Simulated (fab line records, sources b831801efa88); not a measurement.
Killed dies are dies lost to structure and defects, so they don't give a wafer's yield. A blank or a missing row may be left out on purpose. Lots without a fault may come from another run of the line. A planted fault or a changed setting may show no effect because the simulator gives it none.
Which tool did it? | flow sky130 | 24 lots, 72 wafers sampled, at 4 steps of a route of 708

WHAT THE GAUGES READ, wafer by wafer
SKY_SD_P_CD_MEAS_07: target cd 380 nm.
lot  | measured     | on        | cd_nm (nm)
L074 | day 27 06:30 | cd_sem-01 | 381.0 382.3 383.3
L075 | day 27 06:48 | cd_sem-02 | 377.8 379.8 379.3
L076 | day 27 13:27 | cd_sem-02 | 381.8 380.2 381.0
L077 | day 28 17:06 | cd_sem-02 | 377.4 376.3 377.4
L078 | day 28 18:43 | cd_sem-02 | 378.1 380.9 378.9
L079 | day 28 21:52 | cd_sem-01 | 376.4 376.3 377.4
L080 | day 29 04:00 | cd_sem-02 | 379.5 377.2 378.6
L081 | day 29 20:39 | cd_sem-01 | 378.9 378.7 377.8
L082 | day 30 01:30 | cd_sem-02 | 378.4 378.6 379.9
L083 | day 30 03:30 | cd_sem-02 | 380.4 381.4 381.4
L084 | day 30 18:27 | cd_sem-02 | 379.0 376.4 375.8
L085 | day 31 02:52 | cd_sem-01 | 383.2 384.8 382.0
L086 | day 31 09:57 | cd_sem-02 | 379.5 379.5 381.8
L088 | day 31 18:10 | cd_sem-01 | 377.0 376.2 376.4
L087 | day 31 22:20 | cd_sem-02 | 378.9 381.2 381.7
L089 | day 32 01:18 | cd_sem-01 | 381.6 378.6 379.1
L090 | day 32 11:51 | cd_sem-02 | 382.5 379.9 382.5
L091 | day 32 14:57 | cd_sem-01 | 380.0 380.5 381.8
L092 | day 32 20:30 | cd_sem-02 | 379.8 381.0 381.3
L093 | day 33 02:57 | cd_sem-01 | 382.7 382.8 382.5
L094 | day 33 10:57 | cd_sem-01 | 383.4 381.3 380.8
L095 | day 33 20:12 | cd_sem-02 | 377.1 377.1 377.3
L096 | day 34 00:45 | cd_sem-01 | 381.8 383.8 384.3
L097 | day 34 08:02 | cd_sem-01 | 378.3 377.0 381.6

SKY_SD_N_RS_MEAS_18: measures by four-point-probe.
lot  | measured     | on            | RES_XHIGH_RS (ohm/sq)
L074 | day 29 18:37 | film_metro-04 | 334.7 334.5 334.4
L075 | day 29 22:29 | film_metro-03 | 335.2 333.5 333.9
L076 | day 30 00:38 | film_metro-01 | 332.6 332.4 331.0
L077 | day 31 03:47 | film_metro-03 | 334.1 333.9 334.2
L078 | day 31 04:40 | film_metro-04 | 334.0 334.2 334.7
L079 | day 31 08:25 | film_metro-04 | 333.4 334.2 334.0
L080 | day 31 12:59 | film_metro-03 | 333.1 333.5 332.4
L081 | day 32 06:06 | film_metro-01 | 335.4 334.5 334.7
L082 | day 32 11:19 | film_metro-01 | 332.2 331.6 331.6
L083 | day 32 13:16 | film_metro-03 | 330.7 331.8 330.6
L084 | day 33 03:07 | film_metro-01 | 335.0 334.4 335.3
L085 | day 33 11:16 | film_metro-03 | 334.9 333.6 335.0
L086 | day 33 18:44 | film_metro-04 | 332.6 333.4 332.4
L088 | day 34 00:40 | film_metro-04 | 334.4 333.7 334.8
L087 | day 34 05:47 | film_metro-03 | 333.4 333.3 332.9
L089 | day 34 07:50 | film_metro-03 | 332.4 332.5 332.7
L090 | day 34 18:35 | film_metro-01 | 331.5 333.0 332.4
L091 | day 34 22:16 | film_metro-01 | 332.7 332.0 332.0
L092 | day 35 03:05 | film_metro-04 | 332.5 331.9 332.4
L093 | day 35 10:39 | film_metro-04 | 332.3 333.3 334.6
L094 | day 35 16:34 | film_metro-04 | 333.7 333.9 334.6
L095 | day 36 03:10 | film_metro-01 | 332.0 332.5 331.4
L096 | day 36 07:46 | film_metro-03 | 333.9 332.6 332.9
L097 | day 36 14:38 | film_metro-01 | 333.8 333.1 334.4

SKY_LI_CONTACT_OVL_MEAS_13.
lot  | measured     | on         | LI_CONTACT_OVL (nm)
L074 | day 30 22:41 | overlay-02 | 4 0 5
L075 | day 31 03:18 | overlay-02 | -2 7 11
L076 | day 31 05:33 | overlay-02 | 8 4 -3
L077 | day 32 08:50 | overlay-01 | 11 0 9
L078 | day 32 10:35 | overlay-01 | 5 1 4
L079 | day 32 13:45 | overlay-02 | -3 8 8
L080 | day 32 17:02 | overlay-02 | 11 0 -3
L081 | day 33 10:16 | overlay-01 | 5 5 1
L082 | day 33 15:14 | overlay-02 | 8 8 1
L083 | day 33 17:49 | overlay-02 | -4 1 6
L084 | day 34 06:32 | overlay-01 | 12 2 3
L085 | day 34 14:58 | overlay-02 | 9 9 10
L086 | day 34 22:13 | overlay-01 | 15 8 18
L088 | day 35 04:23 | overlay-02 | 5 6 1
L087 | day 35 09:48 | overlay-01 | 2 -3 -2
L089 | day 35 11:24 | overlay-01 | 1 1 7
L090 | day 35 22:19 | overlay-01 | 7 5 6
L091 | day 36 02:05 | overlay-01 | -8 -2 0
L092 | day 36 06:40 | overlay-02 | -2 2 5
L093 | day 36 14:08 | overlay-02 | 1 0 3
L094 | day 36 19:33 | overlay-02 | 0 6 9
L095 | day 37 07:08 | overlay-01 | 5 0 -2
L096 | day 37 11:47 | overlay-02 | 3 7 -2
L097 | day 37 17:48 | overlay-01 | 0 5 -4

WHICH TOOL RAN EACH LOT (tool, then ch and the chambers of the sampled wafers, then the start)
lot  | SKY_POLY_CUT_ETCH_11
L074 | rie_diel-03 ch 0,2,3, day 26 01:09
L075 | rie_diel-03 ch 0,2,3, day 26 01:30
L076 | rie_diel-04 ch 0,2,3, day 26 08:00
L077 | rie_diel-03 ch 1,2,3, day 27 11:54
L078 | rie_diel-04 ch 1,2,3, day 27 13:45
L079 | rie_diel-02 ch 0,1,3, day 27 16:30
L080 | rie_diel-02 ch 1,3, day 28 00:00
L081 | rie_diel-02 ch 0,2, day 28 14:30
L082 | rie_diel-02 ch 0,1,2, day 28 20:48
L083 | rie_diel-03 ch 0,2,3, day 28 23:12
L084 | rie_diel-04 ch 1,3, day 29 14:54
L085 | rie_diel-03 ch 0,1,2, day 29 22:59
L086 | rie_diel-03 ch 0,2,3, day 30 05:48
L088 | rie_diel-04 ch 1,3, day 30 14:38
L087 | rie_diel-03 ch 2,3, day 30 18:08
L089 | rie_diel-03 ch 2,3, day 30 21:48
L090 | rie_diel-02 ch 0,2, day 31 07:30
L091 | rie_diel-03 ch 0,3, day 31 11:13
L092 | rie_diel-02 ch 0,1,2, day 31 17:24
L093 | rie_diel-02 ch 0,1,3, day 31 23:39
L094 | rie_diel-02 ch 0,3, day 32 08:15
L095 | rie_diel-04 ch 1,3, day 32 17:35
L096 | rie_diel-03 ch 0,1, day 32 21:39
L097 | rie_diel-02 ch 0,2,3, day 33 05:54
- SKY_POLY_CUT_ETCH_11: etches Si3N4 in CF4/CH2F2/Ar, stops on poly-Si, time 42.5 s, target depth 60 nm.

WHAT THE TOOLS THEMSELVES READ (means of the sampled wafers that have a number; where no wafer has one, the mark that the record gives instead)
SKY_POLY_CUT_ETCH_11.
lot  | tool        | drypump_motor_current_A (A) | oes_product_au (a.u.) | throttle_valve_pct (%)
L074 | rie_diel-03 | 5.6                         | 0.827                 | 14.996
L075 | rie_diel-03 | 5.7                         | 0.830                 | 14.995
L076 | rie_diel-04 | 5.7                         | 0.828                 | 14.988
L077 | rie_diel-03 | 6.2                         | 0.821                 | 14.995
L078 | rie_diel-04 | 5.6                         | 0.838                 | 14.993
L079 | rie_diel-02 | 5.3                         | 0.824                 | 15.001
L080 | rie_diel-02 | 5.5                         | 0.827                 | 14.994
L081 | rie_diel-02 | 6.0                         | 0.821                 | 14.998
L082 | rie_diel-02 | 5.5                         | 0.827                 | 14.996
L083 | rie_diel-03 | 5.6                         | 0.814                 | 14.995
L084 | rie_diel-04 | 5.4                         | 0.826                 | 14.996
L085 | rie_diel-03 | 5.7                         | 0.812                 | 14.989
L086 | rie_diel-03 | 5.6                         | 0.817                 | 15.000
L088 | rie_diel-04 | 5.4                         | 0.831                 | 14.986
L087 | rie_diel-03 | 6.2                         | 0.829                 | 14.992
L089 | rie_diel-03 | 6.0                         | 0.829                 | 14.995
L090 | rie_diel-02 | 6.0                         | 0.823                 | 14.996
L091 | rie_diel-03 | 5.8                         | 0.825                 | 14.989
L092 | rie_diel-02 | 5.5                         | 0.829                 | 14.997
L093 | rie_diel-02 | 5.3                         | 0.827                 | 14.997
L094 | rie_diel-02 | 5.6                         | 0.823                 | 14.995
L095 | rie_diel-04 | 5.4                         | 0.829                 | 14.992
L096 | rie_diel-03 | 5.4                         | 0.823                 | 14.988
L097 | rie_diel-02 | 5.8                         | 0.829                 | 15.000

THE ANSWER, worked out from the rows above alone
Rule: what is usual is taken from the lots themselves. Put in order of their means at a reading, lots are off if they are a third of the lots or fewer, leave a main group of 4 or more, and stand apart from it by a gap of 3 or more times the standard deviation of the main group's means; of several such gaps the widest counts. A main group whose means are all the same, to the digits that the tables above print for the reading, isn't used. A lot without any number at a reading at which 4 lots or more have one is off too. The other lots that the step has rows for count as sound. The gauges are gone through in route order, then the tools' own readings, and for those a lot's mean is taken as printed above. The first step at which some lot is off is used, and at that step the reading that is off furthest; a lot without a number counts as furthest.
No lot is off at any reading shown: from this, nothing can be told.

WHAT THE SIMULATOR HAD PUT IN
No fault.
